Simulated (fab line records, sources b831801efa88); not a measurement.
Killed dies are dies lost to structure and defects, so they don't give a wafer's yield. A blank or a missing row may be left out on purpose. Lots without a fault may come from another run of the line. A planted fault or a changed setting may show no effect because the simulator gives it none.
A struck lot beside a sound one | flow sky130 | 14 steps out of a route of 708
Sound: wafers L880.2, L880.3, L880.4. Struck: wafers L875.1, L875.3, L875.5. The cause comes at the end.
At each step with rows: each side's tool, then ch and its chambers, then its first start. Under that, the readings that differ: sound wafers | struck wafers | difference of the means | sigmas: that difference in standard deviations of wafers without a fault.
alike: readings whose means differ by less than 2 such deviations, and words and numbers that are the same on both sides. not compared: withheld readings, readings that some wafer has no value for, bounds like >300 that may hide the same value, and numbers for which the record gives no deviation and whose values overlap.
The two part at a step that has a row with sigmas, a row that says differs or no value, or rows on one side only. Numbers that don't overlap but have no deviation are shown without sigmas and don't part them. A reading that every wafer of one side lacks parts them only if that side has two wafers or more.

first, 2 steps without rows for these wafers: SKY_VIA2_SPUTTER_20 (material TiN, target thk 20 nm, time 80 s); SKY_VIA2_CVD_21 (deposits W, target thk 420 nm, time 126.4 s).
SKY_VIA2_RS_MEAS_22: measures by four-point-probe.
  sound on film_metro-04, day 43 16:41; struck on film_metro-02, day 43 13:23
  alike: VIA2_W_RS
SKY_VIA2_THK_MEAS_23: measures by xrf.
  sound on film_metro-04, day 43 16:48; struck on film_metro-02, day 43 13:30
  alike: VIA2_W_THK
SKY_VIA2_CMP_24: polishes, stops on SiO2, t overpolish 20 s, target thk 0 nm.
  sound on cmp-01 ch 0,2,3, day 43 16:54; struck on cmp-01 ch 2,3, day 43 13:34
  alike: motor_current_A, overpolish_run_s, time_to_endpoint_s
SKY_METAL3_SPUTTER_00: material Ti, target thk 15 nm, time 10 s.
  sound on pvd_sputter-01, day 43 17:09; struck on pvd_sputter-03, day 43 13:52
  alike: cathode_dc_power_W, chamber_pressure_pa, throttle_valve_pct
SKY_METAL3_SPUTTER_01: material TiN, target thk 20 nm, time 16.7 s.
  sound on pvd_sputter-01, day 43 17:10; struck on pvd_sputter-03, day 43 13:53
  alike: cathode_dc_power_W, chamber_pressure_pa, throttle_valve_pct
then, 2 steps without rows for these wafers: SKY_METAL3_SPUTTER_02 (material AlCu, target thk 735 nm, time 39.1 s); SKY_METAL3_SPUTTER_03 (material Ti, target thk 5 nm, time 3.3 s).
SKY_METAL3_SPUTTER_04: material TiN, target thk 70 nm, time 58.3 s.
  sound on pvd_sputter-01, day 43 17:16; struck on pvd_sputter-03, day 43 13:58
  alike: cathode_dc_power_W, chamber_pressure_pa, throttle_valve_pct
SKY_CAPM_CVD_00: deposits SiO2, target thk 15.5 nm.
  sound on pecvd-03 ch 0,1,2, day 43 17:19; struck on pecvd-03 ch 0,1, day 43 14:01
  alike: heater_power_w
SKY_CAPM_THK_MEAS_01:
  sound on film_metro-03, day 43 17:20; struck on film_metro-01, day 43 14:02
  alike: CAPM_CVD_00_THK
SKY_CAPM_SPUTTER_02: material TiN, target thk 200 nm, time 166.7 s.
  sound on pvd_sputter-01, day 43 17:23; struck on pvd_sputter-01, day 43 14:06
  no value came back on the struck wafers for cathode_dc_power_W (W), chamber_pressure_pa (Pa), substrate_temp_c (C), throttle_valve_pct (%); on the sound wafers cathode_dc_power_W (W) reads 6503.3 6499.3 6500.5
SKY_CAPM_RS_MEAS_03: measures by four-point-probe.
  sound on film_metro-01, day 43 17:31; struck on film_metro-04, day 43 14:29
  reading              | sound          | struck | difference                    | sigmas
  CAPM_TIN_RS (ohm/sq) | 6.76 6.70 6.74 | - - -  | no value on the struck wafers |
  not compared: hold

WHERE THEY PART
First at SKY_CAPM_SPUTTER_02; last, within this record, at SKY_CAPM_RS_MEAS_03.

WHY: what the simulator had put in
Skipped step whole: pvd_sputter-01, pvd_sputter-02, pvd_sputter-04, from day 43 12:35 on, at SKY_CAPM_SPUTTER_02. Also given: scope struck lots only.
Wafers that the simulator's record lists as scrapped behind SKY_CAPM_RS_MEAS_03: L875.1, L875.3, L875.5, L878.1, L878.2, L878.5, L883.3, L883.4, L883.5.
